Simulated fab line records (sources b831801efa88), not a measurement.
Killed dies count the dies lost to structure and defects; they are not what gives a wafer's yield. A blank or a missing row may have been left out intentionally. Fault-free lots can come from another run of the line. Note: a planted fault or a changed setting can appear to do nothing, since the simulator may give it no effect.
Which tool was responsible? -- flow sky130 -- Sampling: 13 lots, 39 wafers, 3 of 708 route steps

== WHAT EACH GAUGE READ, for each wafer ==
No reading from a measuring or inspecting step in the record can be judged against a usual standard deviation.

== WHICH TOOL RAN EACH LOT (tool, then ch and the chambers of the sampled wafers, then the start) ==
lot,SKY_METAL5_METAL_ETCH_15,SKY_METAL5_STRIP_16,SKY_PAD_OPEN_PROBE_99
L784,"rieMetal-03 ch 1, day 43 20:10","plasmaAsher-04 ch 0,1, day 43 20:25","prober-02, day 45 18:19"
L785,"rieMetal-01 ch 0,1, day 44 04:04","plasmaAsher-04 ch 0,1, day 44 04:19","prober-01, day 46 01:45"
L786,"rieMetal-03 ch 0,1, day 44 15:28","plasmaAsher-04 ch 0,1, day 44 15:43","prober-02, day 46 12:57"
L790,"rieMetal-04 ch 0,1, day 45 07:45","plasmaAsher-02 ch 0,1, day 45 07:56","prober-02, day 47 04:04"
L792,"rieMetal-01 ch 0,1, day 46 08:10","plasmaAsher-04 ch 0,1, day 46 08:25","prober-02, day 48 03:18"
L793,"rieMetal-03 ch 0,1, day 46 10:11","plasmaAsher-01 ch 0,1, day 46 10:23","prober-01, day 48 05:19"
L795,"rieMetal-03 ch 0,1, day 46 14:12","plasmaAsher-02 ch 0,1, day 46 14:23","prober-02, day 48 08:29"
L794,"rieMetal-04 ch 0,1, day 46 16:33","plasmaAsher-04 ch 0,1, day 46 16:44","prober-01, day 48 10:45"
L799,"rieMetal-01 ch 0, day 47 18:58","plasmaAsher-04 ch 0, day 47 19:13","prober-01, day 49 12:38"
L800,"rieMetal-03 ch 1, day 48 02:19","plasmaAsher-01 ch 0,1, day 48 02:47","prober-02, day 49 17:37"
L805,"rieMetal-03 ch 0,1, day 48 23:15","plasmaAsher-02 ch 0,1, day 48 23:26","prober-01, day 50 12:34"
L806,"rieMetal-01 ch 0,1, day 49 12:32","plasmaAsher-01 ch 0, day 49 12:46","prober-02, day 50 23:25"
L807,"rieMetal-04 ch 0,1, day 49 13:28","plasmaAsher-04 ch 0,1, day 49 13:43","prober-01, day 51 00:16"
- SKY_METAL5_METAL_ETCH_15: etches the open film in Cl2/BCl3, stops on SiO2, target depth 1260 nm, time 252 s.
- SKY_METAL5_STRIP_16: strips in O2/N2.
- SKY_PAD_OPEN_PROBE_99

== AS READ BY THE TOOLS THEMSELVES (means over the sampled wafers that have a number; for cases with no such wafer, the mark the record gives instead) ==
SKY_METAL5_METAL_ETCH_15.
lot,tool,drypumpMotorCurrentA (A),oesProductAu (a.u.),rfFwdPowerW (W),throttleValvePct (%)
L784,rieMetal-03,5.35,0.894,900.3,22.272
L785,rieMetal-01,5.52,0.895,897.9,22.272
L786,rieMetal-03,5.45,0.894,896.8,22.264
L790,rieMetal-04,5.68,0.896,896.1,22.261
L792,rieMetal-01,5.44,0.891,900.2,22.274
L793,rieMetal-03,5.47,0.898,899.6,22.263
L795,rieMetal-03,5.48,0.891,898.2,22.263
L794,rieMetal-04,5.68,0.891,894.9,22.265
L799,rieMetal-01,5.39,0.893,896.0,22.268
L800,rieMetal-03,5.37,0.893,1041.2,22.258
L805,rieMetal-03,5.50,0.892,994.8,22.266
L806,rieMetal-01,5.44,0.896,900.0,22.261
L807,rieMetal-04,5.69,0.892,895.3,22.269

SKY_METAL5_STRIP_16.
lot,tool,drypumpMotorCurrentA (A),o2FlowSccm (sccm),oesProductAu (a.u.),stripTimeToEndpointS (s)
L784,plasmaAsher-04,6.4,2991,0.708,13.08
L785,plasmaAsher-04,6.5,2998,0.710,13.15
L786,plasmaAsher-04,6.4,3001,0.713,12.98
L790,plasmaAsher-02,5.7,2999,0.711,13.21
L792,plasmaAsher-04,6.5,3000,0.711,13.12
L793,plasmaAsher-01,5.9,2993,0.712,13.07
L795,plasmaAsher-02,5.7,2986,0.711,12.98
L794,plasmaAsher-04,6.4,2993,0.714,13.23
L799,plasmaAsher-04,6.2,2995,0.707,13.11
L800,plasmaAsher-01,5.7,2996,0.713,11.98
L805,plasmaAsher-02,5.8,2994,0.709,12.40
L806,plasmaAsher-01,5.5,3004,0.709,13.11
L807,plasmaAsher-04,6.5,3006,0.712,13.32

SKY_PAD_OPEN_PROBE_99.
lot,tool,defectLimitedYield (%),killed_at_M0_to_M3,killed_at_M4_up,killedAtContacts,killedAtFrontEnd,killedAtOther,killedDies,killedOnRim,killedOpen,killedShort,sort_bin_3_pad_short (%),sort_bin_5_function (%),sort_bin_6_memory (%),sortNPass,sortYieldPct (%)
L784,prober-02,82.2,49,2.3,16,19,1.0,87,18,46,40,0.6,11.9,5.3,405,82.2
L785,prober-01,81.8,42,3.0,24,20,0.3,89,20,48,40,0.9,10.9,6.4,403,81.8
L786,prober-02,82.2,49,3.0,21,15,0.0,88,17,47,40,1.0,10.2,6.6,404,82.2
L790,prober-02,82.0,46,3.7,24,14,0.7,89,17,53,36,0.9,10.8,6.3,403,82.0
L792,prober-02,80.7,45,3.3,29,18,0.3,95,17,54,40,0.9,10.8,7.6,397,80.7
L793,prober-01,81.6,46,1.3,26,17,0.0,90,17,53,37,1.5,10.4,6.5,402,81.6
L795,prober-02,82.1,47,1.7,23,16,0.0,88,16,49,38,0.7,10.0,7.2,404,82.1
L794,prober-01,81.8,50,3.7,23,13,0.0,89,16,52,37,1.0,10.8,6.4,403,81.8
L799,prober-01,81.8,49,3.0,20,16,1.0,90,18,53,35,0.9,10.6,6.7,402,81.8
L800,prober-02,81.8,41,3.3,28,17,0.0,89,17,54,34,1.3,9.3,7.5,403,81.8
L805,prober-01,83.6,38,2.7,27,13,0.3,81,17,42,38,0.9,9.2,6.2,411,83.6
L806,prober-02,82.8,44,2.3,25,12,0.0,84,16,50,34,0.5,11.1,5.6,408,82.8
L807,prober-01,83.5,42,2.3,23,14,0.0,81,17,47,35,0.5,10.4,5.6,411,83.5

== THE ANSWER, worked out from the rows above alone ==
Rule: the usual values come from the lots themselves. The widest of any qualifying gaps counts: lots, ordered by their means at a reading, are off when they make up no more than a third of the lots, leave a main group of 4 or more, and stand apart from it by 3 or more times the standard deviation of that group's means. If all means in a main group match to the digits the tables above print for the reading, that group is not used. Also off: a lot with no number at a reading for which 4 or more lots have one. All remaining lots with rows at the step are treated as sound. After the gauges, taken in route order, come the tools' own readings; for these a lot's mean is taken, as printed above. The first step at which some lot is off is used, and at that step the reading that is off furthest; a lot without a number counts as furthest.
Off: L800, L805, at SKY_METAL5_METAL_ETCH_15 (rfFwdPowerW). The main group: mean 897.8 W, standard deviation 2.
A tool fits if, at that step or a process step before it, it ran every lot that is off, and no sound lot after the first of them. One fits: SKY_METAL5_METAL_ETCH_15 on rieMetal-03. A fault onset in the window from L795 (day 46 14:12, its last sound lot) to L800 (day 48 02:19, its first lot off) fits.
The tool's own readings at SKY_METAL5_METAL_ETCH_15 bear it out: on the lots that are off they differ by more than 5 times the standard deviation of the sound lots' means. rfFwdPowerW reads 1018.0 W there against 897.8 W on the sound lots.

== WHAT WAS PUT IN BY THE SIMULATOR ==
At SKY_METAL5_METAL_ETCH_15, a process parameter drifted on rieMetal-03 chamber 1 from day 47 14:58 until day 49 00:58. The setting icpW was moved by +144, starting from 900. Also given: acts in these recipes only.
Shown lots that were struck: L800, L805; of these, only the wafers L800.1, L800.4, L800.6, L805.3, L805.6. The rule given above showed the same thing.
